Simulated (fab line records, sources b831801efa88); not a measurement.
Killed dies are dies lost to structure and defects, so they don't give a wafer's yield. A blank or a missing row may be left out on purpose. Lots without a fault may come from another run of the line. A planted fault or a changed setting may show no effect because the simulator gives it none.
Which tool did it? | flow sky130 | 10 lots, 30 wafers sampled, at 3 steps of a route of 708

WHAT THE GAUGES READ, wafer by wafer
SKY_POLY_GATE_THK_MEAS_01.
lot  | measured     | on            | POLY_GATE_CVD_00_THK (nm)
L168 | day 14 02:23 | film_metro-01 | 184.5 184.4 182.8
L173 | day 15 17:13 | film_metro-04 | 178.2 177.9 176.8
L174 | day 15 21:22 | film_metro-03 | 102.7 103.2 104.0
L175 | day 16 09:31 | film_metro-04 | 107.3 104.6 105.3
L182 | day 18 21:43 | film_metro-03 | 182.3 181.2 181.3
L185 | day 20 04:34 | film_metro-04 | 181.5 180.5 181.9
L186 | day 20 13:37 | film_metro-04 | 182.3 181.9 182.3
L187 | day 20 18:53 | film_metro-01 | 180.2 181.1 180.0
L189 | day 21 07:38 | film_metro-04 | 181.6 180.2 180.9
L191 | day 22 03:47 | film_metro-01 | 180.9 181.4 180.6

WHICH TOOL RAN EACH LOT (tool, then ch and the chambers of the sampled wafers, then the start)
lot  | SKY_SONOS_ONO_ETCH_15              | SKY_POLY_GATE_CVD_00
L168 | rie_diel-01 ch 0,2, day 12 18:05   | lpcvd-01 ch 0, day 14 01:10
L173 | rie_diel-04 ch 0,1,3, day 14 08:46 | lpcvd-01 ch 0, day 15 16:00
L174 | rie_diel-02 ch 1,3, day 14 12:38   | lpcvd-01 ch 0, day 15 20:10
L175 | rie_diel-02 ch 2,3, day 14 23:49   | lpcvd-01 ch 0, day 16 08:18
L182 | rie_diel-02 ch 0,3, day 17 08:15   | lpcvd-01 ch 0, day 18 19:55
L185 | rie_diel-04 ch 1,2, day 18 16:40   | lpcvd-01 ch 0, day 20 03:22
L186 | rie_diel-04 ch 0,1,3, day 19 00:32 | lpcvd-01 ch 1, day 20 12:25
L187 | rie_diel-02 ch 0,3, day 19 05:20   | lpcvd-01 ch 0, day 20 17:41
L189 | rie_diel-01 ch 0,1, day 19 19:53   | lpcvd-01 ch 1, day 21 06:26
L191 | rie_diel-04 ch 0,1, day 20 16:55   | lpcvd-01 ch 1, day 22 02:34
- SKY_SONOS_ONO_ETCH_15: etches the open film in CHF3/O2, target depth 19.52 nm, time 7.8 s.
- SKY_POLY_GATE_CVD_00: deposits poly-Si, target thk 180 nm, time 720 s.

THE ANSWER, worked out from the rows above alone
Rule: what is usual is taken from the lots themselves. Put in order of their means at a reading, lots are off if they are a third of the lots or fewer, leave a main group of 4 or more, and stand apart from it by a gap of 3 or more times the standard deviation of the main group's means; of several such gaps the widest counts. A main group whose means are all the same, to the digits that the tables above print for the reading, isn't used. A lot without any number at a reading at which 4 lots or more have one is off too. The other lots that the step has rows for count as sound.
Off: L174, L175, at SKY_POLY_GATE_THK_MEAS_01 (POLY_GATE_CVD_00_THK). The main group: mean 181.1 nm, standard deviation 1.7.
A tool fits if, at a process step before that reading, it ran every lot that is off, and no sound lot after the first of them. The gauges at SKY_POLY_GATE_THK_MEAS_01 are tried like those tools. None of those tried fits.

WHAT THE SIMULATOR HAD PUT IN
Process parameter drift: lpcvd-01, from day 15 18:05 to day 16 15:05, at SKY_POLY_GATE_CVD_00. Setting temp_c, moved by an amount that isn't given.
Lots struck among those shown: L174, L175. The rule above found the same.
